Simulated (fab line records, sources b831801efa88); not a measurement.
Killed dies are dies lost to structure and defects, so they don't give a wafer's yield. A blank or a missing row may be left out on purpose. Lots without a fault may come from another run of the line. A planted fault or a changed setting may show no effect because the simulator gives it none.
fab line records | flow sky130 | part 2 of 2: steps 25 to 34 of 34
record lots=5 wafers=15 last_day=51
route steps=708 shown NWELL@63 PWDE@84 VT_ADJUST_HVTP@85 VT_ADJUST_LVTN@97
lots that met no fault: from a run of the same line without faults
start_h: hours from the record's first day to the start of the lot's first wafer shown | wait_h: hours since the lot's step before | " the same as in the row above | L1.1+2: a row that stands for several wafers | - no value, or no start given | * or withheld: withheld | < > ~ a bound
route shown NAME@n: a module of which the file shows steps, and the number in the route of the first | usual: mean/standard deviation of fault-free wafers | same: alike in all rows | chamber/n: place in a boat | sites: the reading at each site | _std_site: their standard deviation | _edge_site: outer sites' mean less inner sites' | radius_mm: how far each site lies from the wafer's centre | mask NAME#n: copy n | behind: the tool/chamber that last shaped the wafer | hold: why the lot was held/for how many hours/how that ended | device: the transistor (n, p or np) that didn't switch | end of line: the same wafers' tests at the end of the route | a step without rows: its recipe alone | killed: dies lost to structure and defects at the first sort, not the wafer's yield | map: a wafer's dies, x killed, . not, _ none there
set.NAME: the setting as run; set.NAME@STEP: as run at that earlier step | model.NAME: the simulator's own value behind a step, which no gauge read
lots at some steps of the route; a table a step, a row a wafer
services: from which hour (start_h, from the record's first day; less than 0 if before it) a tool's chamber was out of use, for how many hours, and why
## steps
# step SKY_VT_ADJUST_HVTP_SOFTBAKE_03
# recipe temp_c=90 time_s=60 resist=NOVOLAK
# usual chill_plate_temp_C=22.99/0.11 exhaust_pa=45.0/0.83
# columns lot.wafer tool chamber start_h wait_h chill_plate_temp_C exhaust_pa
L074.1 litho_track-01 0 117.96 0.1 23.03 44.4
L074.3 " 0 " " 23.29 45.3
L074.4 " 0 " " 23.10 45.1
L081.4 litho_track-02 0 163.18 0.1 23.04 45.4
L081.5 " 0 " " 23.05 44.7
L081.6 " 0 " " 22.74 44.8
L088.2 litho_track-03 0 205.47 0.1 22.92 44.8
L088.3 " 0 " " 23.13 45.2
L088.6 " 0 " " 23.08 44.9
L095.1 litho_track-03 0 250.14 0.1 23.07 44.7
L095.4 " 0 " " 23.03 44.7
L095.5 " 0 " " 22.96 45.9
L096.1 litho_track-03 0 254.94 0.1 22.82 46.0
L096.2 " 0 " " 23.01 44.1
L096.3 " 0 " " 22.86 44.9
# step SKY_VT_ADJUST_HVTP_EXPOSE_04
# recipe mask_id=HVTPM na=0.6 source_shape=conventional sigma_outer=0.6 polarization=unpolarized target_cd_nm=380 dose_mj=140
# columns lot.wafer tool chamber start_h wait_h mask
L074.1+3+4 iline_stepper-01 0 - - HVTPM#0
L081.4+5+6 iline_stepper-01 0 - - HVTPM#0
L088.2+3+6 iline_stepper-01 0 - - HVTPM#0
L095.1+4+5 iline_stepper-02 0 - - HVTPM#0
L096.1+2+3 iline_stepper-02 0 - - HVTPM#0
# step SKY_VT_ADJUST_HVTP_PEB_05
# recipe temp_c=withheld time_s=* resist=NOVOLAK
# usual chill_plate_temp_C=* exhaust_pa=44.9/0.94
# columns lot.wafer tool chamber start_h wait_h chill_plate_temp_C exhaust_pa
L074.1 litho_track-02 0 - - * 45.4
L074.3 " 0 " " * 45.3
L074.4 " 0 " " * 45.7
L081.4 litho_track-03 0 - - * 44.8
L081.5 " 0 " " * 45.2
L081.6 " 0 " " * 45.4
L088.2 litho_track-01 0 - - * 45.5
L088.3 " 0 " " * 45.1
L088.6 " 0 " " * 44.5
L095.1 litho_track-03 0 - - * 44.5
L095.4 " 0 " " * 45.6
L095.5 " 0 " " * 43.4
L096.1 litho_track-01 0 - - * 44.4
L096.2 " 0 " " * 45.3
L096.3 " 0 " " * 43.8
# step SKY_VT_ADJUST_HVTP_DEVELOP_06
# recipe resist=NOVOLAK developer=TMAH develop_time_s=60 dev_temp_c=23
# usual chill_plate_temp_C=23.01/0.11 exhaust_pa=45.0/0.87
# columns lot.wafer tool chamber start_h wait_h chill_plate_temp_C exhaust_pa
L074.1 litho_track-02 0 127.26 0.1 22.75 44.2
L074.3 " 0 " " 22.85 45.0
L074.4 " 0 " " 22.94 44.5
L081.4 litho_track-03 0 173.22 0.1 23.02 43.8
L081.5 " 0 " " 22.86 44.1
L081.6 " 0 " " 23.09 44.3
L088.2 litho_track-01 0 217.44 0.1 23.00 43.9
L088.3 " 0 " " 22.99 45.4
L088.6 " 0 " " 23.11 45.4
L095.1 litho_track-03 0 262.89 0.1 22.88 44.5
L095.4 " 0 " " 23.10 44.1
L095.5 " 0 " " 22.97 44.2
L096.1 litho_track-01 0 266.81 0.1 23.20 44.4
L096.2 " 0 " " 23.13 43.1
L096.3 " 0 " " 23.09 44.1
# step SKY_VT_ADJUST_HVTP_CD_MEAS_07
# recipe target_cd_nm=380
# usual cd_nm=380.2/2.4
# columns lot.wafer tool chamber start_h wait_h cd_nm
L074.1 cd_sem-01 - 127.41 0.1 386.1
L074.3 " - " " 384.1
L074.4 " - " " 383.7
L081.4 cd_sem-02 - 173.35 0.1 381.7
L081.5 " - " " 380.6
L081.6 " - " " 379.8
L088.2 cd_sem-01 - 217.58 0.1 382.3
L088.3 " - " " 382.2
L088.6 " - " " 381.4
L095.1 cd_sem-02 - 263.04 0.1 378.8
L095.4 " - " " 375.5
L095.5 " - " " 375.5
L096.1 cd_sem-02 - 266.96 0.1 381.1
L096.2 " - " " 381.3
L096.3 " - " " 382.2
# step SKY_VT_ADJUST_HVTP_OVL_MEAS_08
# usual VT_ADJUST_HVTP_OVL=0.4/1.5
# columns lot.wafer tool chamber start_h wait_h VT_ADJUST_HVTP_OVL[nm]
L074.1 overlay-01 - 127.53 0.1 0.9
L074.3 " - " " 1.1
L074.4 " - " " 0.5
L081.4 overlay-02 - 173.43 0.1 -1.7
L081.5 " - " " -0.8
L081.6 " - " " -2.8
L088.2 overlay-02 - 217.69 0.1 -1.2
L088.3 " - " " 0.7
L088.6 " - " " -1.5
L095.1 overlay-01 - 263.16 0.1 0.8
L095.4 " - " " -1.3
L095.5 " - " " 1.3
L096.1 overlay-01 - 267.08 0.1 2.4
L096.2 " - " " 0.4
L096.3 " - " " 2.6
# step SKY_VT_ADJUST_HVTP_IMPLANT_09
# recipe species=As energy_kev=150 dose_cm2=4.3e+12 tilt_deg=withheld
# columns lot.wafer tool chamber start_h wait_h
L074.1+3+4 implanter-04 0 127.56 0.0
L081.4+5+6 implanter-01 0 173.52 0.1
L088.2+3+6 implanter-01 0 217.74 0.0
L095.1+4+5 implanter-02 0 263.20 0.0
L096.1+2+3 implanter-01 0 267.12 0.0
# step SKY_VT_ADJUST_HVTP_STRIP_10
# recipe chemistry=O2/N2 power_w=1400 pressure_mtorr=1500 platen_temp_c=withheld o2_flow_sccm=3000 n2_flow_sccm=300 overash_fraction=0.5
# usual drypump_motor_current_A=5.5/0.41 oes_product_au=0.716/0.0043 strip_time_to_endpoint_s=14.16/0.048
# columns lot.wafer tool chamber start_h wait_h drypump_motor_current_A oes_product_au rf_hours_counter_h strip_time_to_endpoint_s
L074.1 plasma_asher-03 0 127.71 0.1 5.4 0.713 44 14.12
L074.3 " 0 " " 5.5 0.716 - 14.14
L074.4 " 1 " " 5.2 0.711 - 14.11
L081.4 plasma_asher-01 0 173.63 0.1 6.0 0.710 - 14.07
L081.5 " 0 " " 6.0 0.718 - 14.09
L081.6 " 1 " " 5.1 0.712 - 14.12
L088.2 plasma_asher-03 1 217.87 0.1 5.2 0.716 53 14.26
L088.3 " 1 " " 5.2 0.708 - 14.24
L088.6 " 0 " " 5.4 0.729 - 14.21
L095.1 plasma_asher-03 0 263.35 0.1 5.4 0.719 57 14.20
L095.4 " 0 " " 5.4 0.718 - 14.23
L095.5 " 1 " " 5.2 0.725 - 14.20
L096.1 plasma_asher-01 0 267.27 0.1 5.9 0.714 61 14.18
L096.2 " 1 " " 5.2 0.708 61 14.14
L096.3 " 0 " " 6.0 0.715 - 14.16
# step SKY_VT_ADJUST_HVTP_TW_MEAS_11
# usual VT_ADJUST_HVTP_TW=1362/13
# columns lot.wafer tool chamber start_h wait_h VT_ADJUST_HVTP_TW
L074.1 film_metro-01 - 127.81 0.1 1344
L074.3 " - " " 1351
L074.4 " - " " 1348
L081.4 film_metro-02 - 173.73 0.1 1367
L081.5 " - " " 1365
L081.6 " - " " 1369
L088.2 film_metro-02 - 217.98 0.1 1375
L088.3 " - " " 1377
L088.6 " - " " 1378
L095.1 film_metro-01 - 263.45 0.1 1345
L095.4 " - " " 1350
L095.5 " - " " 1347
L096.1 film_metro-02 - 267.37 0.1 1374
L096.2 " - " " 1377
L096.3 " - " " 1369
# step SKY_VT_ADJUST_LVTN_DEHYDRATE_00
# recipe temp_c=200 time_s=60
# usual chill_plate_temp_C=23.02/0.11 exhaust_pa=45.2/1
# columns lot.wafer tool chamber start_h wait_h chill_plate_temp_C exhaust_pa
L074.1 litho_track-03 0 137.19 9.4 22.91 46.1
L074.3 " 0 " " 22.81 45.3
L074.4 " 0 " " 22.82 45.5
L081.4 litho_track-02 0 184.03 10.3 23.04 47.4
L081.5 " 0 " " 23.03 45.2
L081.6 " 0 " " 22.93 46.3
L088.2 litho_track-02 0 228.78 10.8 22.97 45.1
L088.3 " 0 " " 22.89 44.5
L088.6 " 0 " " 22.89 46.3
L095.1 litho_track-03 0 274.04 10.6 22.86 44.7
L095.4 " 0 " " 22.98 43.3
L095.5 " 0 " " 22.88 45.1
L096.1 litho_track-02 0 278.66 11.3 23.11 44.2
L096.2 " 0 " " 23.10 44.6
L096.3 " 0 " " 22.98 44.3
## services
# columns tool chamber start_h hours kind
plasma_asher-04 - 67.40 2.8 pm
plasma_asher-03 - 71.95 1.6 repair
iline_stepper-01 0 89.41 - calibration
plasma_asher-02 - 108.75 9.0 pm
iline_stepper-02 - 123.12 4.4 pm
plasma_asher-04 - 133.93 1.1 repair
wet_bench-03 - 133.97 48.0 repair
implanter-02 - 146.85 1.4 repair
implanter-04 - 151.08 5.8 repair
iline_stepper-02 - 166.48 1.7 pm
implanter-02 - 172.55 4.2 pm
wet_bench-03 - 181.99 4.4 pm
implanter-01 - 187.36 3.7 pm
iline_stepper-01 - 212.88 1.7 pm
implanter-03 - 220.81 15.0 repair
iline_stepper-02 - 224.72 2.1 pm
iline_stepper-02 - 226.80 - consumable_replace:lamp
iline_stepper-01 - 227.27 4.4 pm
implanter-02 - 228.54 6.7 repair
wet_bench-02 - 232.34 0.8 repair
iline_stepper-02 0 233.01 - calibration
implanter-02 - 237.43 7.6 pm
plasma_asher-03 - 259.87 3.2 repair
implanter-04 - 268.79 2.4 repair
